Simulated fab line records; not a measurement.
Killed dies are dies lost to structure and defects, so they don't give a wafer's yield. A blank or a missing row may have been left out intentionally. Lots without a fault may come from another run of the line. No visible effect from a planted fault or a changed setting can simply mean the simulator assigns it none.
Comparing a struck lot with a sound one || flow sky130 || 17 steps out of a route of 708
Sound: these wafers, L693.1, L693.3, L693.4. Struck: wafer L701.5 (left out: L701.6, a lot-mate that was not struck); the cause follows at the end.
Each step with rows lists, per side, the tool, then ch with its chambers, then its first start. Under that, the readings that differ: sound wafers || struck wafers || difference of the means || sigmas: that difference in standard deviations of wafers without a fault.
alike: a reading whose means differ by less than 2 such deviations, as well as words and numbers matching on both sides. not compared: withheld readings; readings where some wafer has no value; bounds like >300 that might hide an equal value; numbers whose values overlap and for which the record gives no deviation.
The two part at a step that has a row with sigmas, a row that says differs or no value, or rows on one side only. Numbers that have no deviation but don't overlap get no sigmas and don't part them. Lack of a reading on every wafer of one side parts them only where that side has two or more wafers.

first, 3 steps without rows for these wafers: SKY_VIA3_EXPOSE_09 (exposes mask VIM3, target cd 200 nm); SKY_VIA3_PEB_10; SKY_VIA3_DEVELOP_11 (develop time 60 s).
SKY_VIA3_CD_MEAS_12: target cd 200 nm.
  sound on cd sem-01 at day 42 06:15; struck on cd sem-01 at day 44 03:41
  alike: cd nm
SKY_VIA3_OVL_MEAS_13:
  sound on overlay-02 at day 42 06:22; struck on overlay-02 at day 44 03:45
  alike: VIA3_OVL
SKY_VIA3_ETCH_14: etches BARC in N2/H2, stops on SiO2, time 45.9 s, target depth 60 nm.
  sound on rie diel-01 ch 0,1,3, day 42 06:25; struck on rie diel-02 ch 0, day 44 03:47
  alike: drypump motor current A, oes product au, rf fwd power W, throttle valve pct
  not compared: rf hours counter h
SKY_VIA3_ETCH_15: etches SiO2 in C4F8/O2/Ar, stops on TiN, target depth 507 nm, time 78 s.
  sound on rie diel-01 ch 0,1,3, day 42 06:27; struck on rie diel-02 ch 0, day 44 03:50
  alike: oes product au, rf fwd power W
  not compared: rf hours counter h
SKY_VIA3_STRIP_16: strips in O2/N2.
  sound on plasma asher-01 ch 0,1, day 42 06:31; struck on plasma asher-04 ch 1, day 44 03:56
{"reading": "oes product au (a.u.)", "sound": "0.402 0.404 0.403", "struck": 0.394, "difference": -0.009, "sigmas": -2}
  alike: drypump motor current A, strip time to endpoint s
  not compared: rf hours counter h
then, 3 steps without rows for these wafers: SKY_VIA3_STRIP_17 (strips in post etch residue remover, time 1200 s); SKY_VIA3_CLEAN_18 (cleans in IPA, time 180 s); SKY_VIA3_CLEAN_19 (cleans in O3/DIW).
SKY_VIA3_SPUTTER_20: material TiN, target thk 20 nm, time 80 s.
  sound on pvd sputter-02 at day 42 07:07; struck on pvd sputter-02 at day 44 04:34
  alike: throttle valve pct
SKY_VIA3_CVD_21: deposits W, target thk 390 nm, time 117.31 s.
  sound on cvd w-01 ch 0,1, day 42 07:11; struck on cvd w-01 ch 1, day 44 04:40
{"reading": "model.W_of_VIA3_CVD_21.thk nm (nm)", "sound": "380.3 388.6 381.6", "struck": 409.4, "difference": "+25.9", "sigmas": ""}
  alike: heater power outer w, heater power w
SKY_VIA3_RS_MEAS_22: a four-point-probe measurement.
  sound on film metro-03 at day 42 07:18; struck on film metro-04 at day 44 04:47
{"reading": "VIA3_W_RS (ohm/sq)", "sound": "0.301 0.295 0.301", "struck": 0.280, "difference": -0.019, "sigmas": -5}
SKY_VIA3_THK_MEAS_23: measures by xrf.
  sound on film metro-03 at day 42 07:25; struck on film metro-04 at day 44 04:52
{"reading": "VIA3_W_THK (nm)", "sound": "381 390 382", "struck": 401, "difference": "+17", "sigmas": "+3"}
SKY_VIA3_CMP_24: polishes, stops on SiO2, t overpolish 20 s, target thk 0 nm.
  sound on cmp-01 ch 0,1,3, day 42 07:29; struck on cmp-02 ch 0, day 44 05:05
  alike: motor current A, overpolish run s, time to endpoint s
following that, these wafers have no rows for 1 step: SKY_PAD_OPEN_PROBE_99.

== WHERE THEY PART ==
At SKY_VIA3_STRIP_16 first; at SKY_VIA3_THK_MEAS_23 last (within this record only). Later steps at which nothing parts them and some readings are alike: SKY_VIA3_CMP_24.

WHY: what had been put in by the simulator
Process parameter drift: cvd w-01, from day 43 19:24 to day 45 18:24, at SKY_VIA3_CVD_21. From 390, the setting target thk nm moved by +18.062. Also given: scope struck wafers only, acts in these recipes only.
